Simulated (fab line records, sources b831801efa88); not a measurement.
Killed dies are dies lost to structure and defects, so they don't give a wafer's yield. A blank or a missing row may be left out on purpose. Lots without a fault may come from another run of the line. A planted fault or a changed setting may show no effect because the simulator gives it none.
A struck lot beside a sound one | flow gf180mcu | 22 steps out of a route of 602
Sound: wafers L291.2, L291.3, L291.6. Struck: wafers L303.2, L303.5, L303.6. The cause comes at the end.
At each step with rows: each side's tool, then ch and its chambers, then its first start. Under that, the readings that differ: sound wafers | struck wafers | difference of the means | sigmas: that difference in standard deviations of wafers without a fault.
alike: readings whose means differ by less than 2 such deviations, and words and numbers that are the same on both sides. not compared: withheld readings, readings that some wafer has no value for, bounds like >300 that may hide the same value, and numbers for which the record gives no deviation and whose values overlap.
The two part at a step that has a row with sigmas, a row that says differs or no value, or rows on one side only. Numbers that don't overlap but have no deviation are shown without sigmas and don't part them. A reading that every wafer of one side lacks parts them only if that side has two wafers or more.

first, 6 steps without rows for these wafers: GF_VT_IMPLANT_HMDS_12 (prime time 60 s); GF_VT_IMPLANT_COAT_13 (resist thk 1000 nm); GF_VT_IMPLANT_SOFTBAKE_14 (time 60 s); GF_VT_IMPLANT_EXPOSE_15 (exposes mask Nwell LV AREA, target cd 860 nm); GF_VT_IMPLANT_PEB_16; GF_VT_IMPLANT_DEVELOP_17 (develop time 60 s).
GF_VT_IMPLANT_OVL_MEAS_18:
  sound on overlay-01, day 8 03:15; struck on overlay-01, day 11 10:22
  alike: VT_IMPLANT_01_OVL
then, 1 step without rows for these wafers: GF_VT_IMPLANT_IMPLANT_19.
GF_VT_IMPLANT_STRIP_20: strips in O2/N2.
  sound on plasma_asher-02 ch 0,1, day 8 03:26; struck on plasma_asher-01 ch 0,1, day 11 10:33
  reading                      | sound             | struck            | difference | sigmas
  strip_time_to_endpoint_s (s) | 12.66 12.62 12.63 | 12.55 12.55 12.57 | -0.08      | -2
  alike: drypump_motor_current_A, heater_power_w, n2_flow_sccm, o2_flow_sccm, oes_product_au
  not compared: rf_hours_counter_h
GF_VT_IMPLANT_TW_MEAS_21:
  sound on film_metro-03, day 8 03:32; struck on film_metro-04, day 11 10:40
  alike: VT_IMPLANT_2_TW
then, 2 steps without rows for these wafers: GF_VT_IMPLANT_DEHYDRATE_22 (time 60 s); GF_VT_IMPLANT_HMDS_23 (prime time 60 s).
GF_VT_IMPLANT_COAT_24: resist thk 1000 nm.
  sound on litho_track-03 ch 0, day 8 11:02; struck on litho_track-01 ch 0, day 11 19:40
  reading                                         | sound          | struck          | difference | sigmas
  model.NOVOLAK_of_VT_IMPLANT_COAT_24.thk_nm (nm) | 1004 1004 1004 | 980.6 983.3 981 | -22.4      |
  alike: resist_line_temp_C
then, 3 steps without rows for these wafers: GF_VT_IMPLANT_SOFTBAKE_25 (time 60 s); GF_VT_IMPLANT_EXPOSE_26 (exposes mask LVPWELL HV AREA, target cd 860 nm); GF_VT_IMPLANT_PEB_27.
GF_VT_IMPLANT_DEVELOP_28: develop time 60 s.
  sound on litho_track-03 ch 0, day 8 20:14; struck on litho_track-03 ch 0, day 12 05:35
  reading                                         | sound          | struck            | difference | sigmas
  model.NOVOLAK_of_VT_IMPLANT_COAT_24.thk_nm (nm) | 1003 1003 1003 | 980.2 982.9 980.6 | -21.8      |
  alike: resist_line_temp_C
GF_VT_IMPLANT_OVL_MEAS_29:
  sound on overlay-02, day 8 20:22; struck on overlay-02, day 12 05:43
  alike: VT_IMPLANT_02_OVL
then, 1 step without rows for these wafers: GF_VT_IMPLANT_IMPLANT_30.
GF_VT_IMPLANT_STRIP_31: strips in O2/N2.
  sound on plasma_asher-01 ch 0,1, day 8 20:33; struck on plasma_asher-02 ch 0,1, day 12 05:54
  reading                      | sound             | struck            | difference | sigmas
  n2_flow_sccm (sccm)          | 298.7 298.8 297.0 | 300.4 300.5 300.3 | +2.2       | +3
  strip_time_to_endpoint_s (s) | 12.65 12.66 12.67 | 12.41 12.44 12.41 | -0.24      | -6
  alike: drypump_motor_current_A, heater_power_w, o2_flow_sccm, oes_product_au
  not compared: rf_hours_counter_h
GF_VT_IMPLANT_TW_MEAS_32:
  sound on film_metro-04, day 8 20:40; struck on film_metro-01, day 12 06:01
  alike: VT_IMPLANT_3_TW
-- the record jumps here: 22 days lie between the struck wafers' starts before and after (it left off in module VT_IMPLANT and takes up again in module PASSIVATION, whose first step shown is number 602 of the route) --
GF_PASSIVATION_PROBE_99:
  the record has rows for the struck wafers here (prober-01, day 34 08:53) and none for the sound ones

WHERE THEY PART
First at GF_VT_IMPLANT_STRIP_20; last, within this record, at GF_PASSIVATION_PROBE_99.

WHY: what the simulator had put in
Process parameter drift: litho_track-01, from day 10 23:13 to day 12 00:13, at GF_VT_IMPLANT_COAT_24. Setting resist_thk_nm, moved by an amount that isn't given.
